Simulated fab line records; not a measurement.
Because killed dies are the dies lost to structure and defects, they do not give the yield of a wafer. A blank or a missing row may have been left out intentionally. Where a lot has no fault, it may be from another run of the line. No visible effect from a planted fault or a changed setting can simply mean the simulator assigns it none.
Chamber matching	flow sky130	rie diel-04 running SKY_CONTACT_ETCH_17: 4 sister chambers
The step etches SiO2 in C4F8/O2/Ar, stops on Si3N4, target depth 340 nm. 22 wafers are shown with their chamber, then 11 later ones without.

== WAFERS, EACH WITH ITS CHAMBER ==
wafer	chamber	chamber pressure mTorr (mTorr)	oes product au (a.u.)
L074.2	0	40.04	0.900
L074.3	1	40.00	0.888
L074.4	2	39.99	0.882
L075.3	3	39.94	0.899
L075.5	1	40.04	0.896
L075.6	3	39.96	0.881
L079.1	2	40.02	0.891
L079.4	3	39.97	0.887
L079.6	0	39.98	0.881
L080.1	0	39.96	0.897
L080.3	3	40.04	0.883
L080.5	2	40.01	0.884
L081.3	1	40.02	0.893
L081.4	3	39.97	0.896
L081.6	3	39.97	0.903
L084.2	1	39.95	0.897
L084.5	0	39.96	0.896
L084.6	1	39.92	0.885
L086.1	0	39.91	0.889
L086.3	1	39.97	0.893
L086.4	2	40.00	0.893
L090.1	2	40.03	0.888

SIGNATURES, as means of the wafers listed above
reading	chamber 0	chamber 1	chamber 2	chamber 3	scatter within a chamber
chamber pressure mTorr	39.9700	39.9833	40.0100	39.9750	0.0378
oes product au	0.89260	0.89200	0.88760	0.89150	0.00682
Rule: a wafer lies at a distance from a chamber equal to the root of the sum of squares, over the readings, of (its reading less the chamber's mean, divided by the reading's scatter). The wafer belongs to the nearest chamber; if the next one is less than 2 further off, it can't be placed. How the scatter is found: for the shown wafers, subtract from each reading the mean of its chamber, square and add these, divide the total by (wafers less chambers), then take the root.

== WAFERS WITHOUT THEIR CHAMBER ==
wafer	chamber pressure mTorr (mTorr)	oes product au (a.u.)
L090.3	39.98	0.892
L090.4	40.03	0.888
L093.2	40.04	0.895
L093.5	40.01	0.896
L093.6	40.00	0.888
L095.1	40.04	0.891
L095.2	39.95	0.894
L095.5	40.03	0.886
L096.1	39.98	0.886
L096.3	40.01	0.893
L096.4	40.04	0.888

== WHICH CHAMBER EACH ONE RAN IN ==
wafer	from the rows above	in truth
L090.3	can't be placed: 1 or 3 or 0 or 2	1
L090.4	can't be placed: 2 or 1 or 3 or 0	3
L093.2	can't be placed: 2 or 1 or 3 or 0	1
L093.5	can't be placed: 1 or 3 or 0 or 2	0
L093.6	can't be placed: 2 or 1 or 3 or 0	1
L095.1	can't be placed: 2 or 1 or 3 or 0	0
L095.2	can't be placed: 0 or 3 or 1 or 2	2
L095.5	can't be placed: 2 or 1 or 3 or 0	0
L096.1	can't be placed: 3 or 2 or 1 or 0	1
L096.3	can't be placed: 1 or 2 or 3 or 0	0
L096.4	can't be placed: 2 or 1 or 3 or 0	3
Placed correctly: 0 of 11. These rows do not allow placing 11 (true chamber among the candidates in 11). Placed wrongly: 0.
